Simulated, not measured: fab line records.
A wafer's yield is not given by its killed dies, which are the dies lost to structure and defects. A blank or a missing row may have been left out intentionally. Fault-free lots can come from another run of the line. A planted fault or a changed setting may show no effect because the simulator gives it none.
Comparing a struck lot with a sound one ; flow gf180mcu ; 15 out of 602 route steps
Sound: the wafers L872.2, L872.4, L872.6. The struck wafers were L870.2, L870.3, L870.6. Last of all comes the cause.
Each step with rows lists, per side, the tool, then ch with its chambers, then its first start. Under that, the readings that differ: sound wafers ; struck wafers ; difference of the means ; sigmas: that difference in standard deviations of wafers without a fault.
alike: readings with means less than 2 such deviations apart, plus words and numbers identical on both sides. not compared: withheld readings, readings lacking a value on some wafer, bounds such as >300 that could conceal the same value, and numbers that have no deviation in the record and whose values overlap.
A row with sigmas, a row that says differs or no value, or rows on one side alone: a step with any of these is where the two part. Numbers that don't overlap but have no deviation are shown without sigmas and don't part them. A reading missing from all wafers of one side parts the sides only when that side holds two or more wafers.

first, 1 step without rows for these wafers: GF_SAB_DEVELOP_08 (develop time 60 s).
GF_SAB_CD_MEAS_09 targets a cd of 420 nm.
  sound on cd-sem-01, day 19 23:52; struck on cd-sem-01, day 19 12:52
  alike: cd-nm
GF_SAB_OVL_MEAS_10:
  sound on overlay-01, day 19 23:59; struck on overlay-01, day 19 12:59
  alike: SAB_OVL
GF_SAB_ETCH_11: etches SiO2 in C4F8/O2/Ar, target depth 55 nm, time 8.5 s.
  sound on rie-diel-02 ch 2,3, day 20 00:01; struck on rie-diel-04 ch 1,3, day 19 13:01
reading;sound;struck;difference;sigmas
oes-product-au (a.u.);1.015 1.000 1.018;0.997 0.978 0.980;-0.026;-3
  alike: chamber-pressure-mTorr, rf-fwd-power-W
  not compared: rf-hours-counter-h
then, 1 step without rows for these wafers: GF_SAB_WET_ETCH_12 (etches SiO2 in dHF, target depth 22 nm, time 440 s).
GF_SAB_STRIP_13: strips in O2/N2.
  sound on plasma-asher-01 ch 0,1, day 20 00:10; struck on plasma-asher-04 ch 0,1, day 19 13:10
  alike: chamber-pressure-mTorr, drypump-motor-current-A, heater-power-w, oes-product-au, strip-time-to-endpoint-s
  not compared: rf-hours-counter-h
then, 2 steps without rows for these wafers: GF_SALICIDE_CLEAN_00 (cleans in SC1/SC2, time 150 s); GF_SALICIDE_WET_ETCH_01 (etches SiO2 in dHF, target depth 5 nm, time 100 s).
GF_SALICIDE_SPUTTER_02: material Co, target thk 10 nm, time 20 s.
  sound on pvd-sputter-04, day 20 00:20; struck on pvd-sputter-02, day 19 13:20
  alike: cathode-dc-power-W, throttle-valve-pct
GF_SALICIDE_SPUTTER_03: material TiN, target thk 20 nm, time 16.7 s.
  sound on pvd-sputter-04, day 20 00:22; struck on pvd-sputter-02, day 19 13:22
  alike: cathode-dc-power-W, throttle-valve-pct
GF_SALICIDE_RS_MEAS_04: uses a four-point probe to measure.
  sound on film-metro-03, day 20 00:25; struck on film-metro-03, day 19 13:25
  alike: SALICIDE_TIN_RS
GF_SALICIDE_THK_MEAS_05: measures by xrf.
  sound on film-metro-03, day 20 00:32; struck on film-metro-03, day 19 13:32
  alike: SALICIDE_TIN_THK
GF_SALICIDE_RTA_06: time 30 s.
  sound on rtp-anneal-01 ch 0, day 20 00:35; struck on rtp-anneal-02, day 19 13:36
  no value came back on the struck wafers for anneal-temp-c-max, chamber-o2-ppm, lamp-power-pct (%), wafer_temp_C_max; on the sound wafers anneal-temp-c-max reads 532.1 531.9 532.6
then, 1 step without rows for these wafers: GF_SALICIDE_WET_ETCH_07 (etches the open film in SPM, target depth 120 nm).
-- the record jumps here: 13 days lie between the struck wafers' starts before and after (it left off in module SALICIDE and takes up again in module PASSIVATION, whose first step shown is number 602 of the route) --
GF_PASSIVATION_PROBE_99:
  sound on prober-02, day 32 21:25; struck on prober-02, day 32 14:42
reading;sound;struck;difference;sigmas
model.etest.ppoly-sal.line-ohm-um;27.69 28.75 28.52;1188 1179 1228;+1170;
model.etest.npoly-sal.line-ohm-um;27.8 28.99 28.54;1151 1122 1148;+1112;
model.etest.pplus-sal.line-ohm-um;33.42 35.23 35.07;852.1 854 873.4;+825.3;
model.etest.ppoly-sal.rs-ohm-sq;7.094 7.375 7.388;330.9 333.8 342.4;+328.4;
model.etest.npoly-sal.rs-ohm-sq;7.136 7.381 7.375;316.8 315.7 324;+311.5;
model.etest.ppoly-u.end-ohm;28.99 32.58 32.26;285.4 276.9 279.3;+249.3;
model.etest.nplus-sal.line-ohm-um;30.08 31.35 31.25;268.1 275.5 275;+242.0;
model.etest.contact-poly.rc-ohm;6.015 5.788 5.937;242.3 230.3 234.1;+229.7;

WHERE THEY PART
Earliest at GF_SAB_ETCH_11; latest, in this record, at GF_SALICIDE_RTA_06.

WHY: the cause the simulator had injected
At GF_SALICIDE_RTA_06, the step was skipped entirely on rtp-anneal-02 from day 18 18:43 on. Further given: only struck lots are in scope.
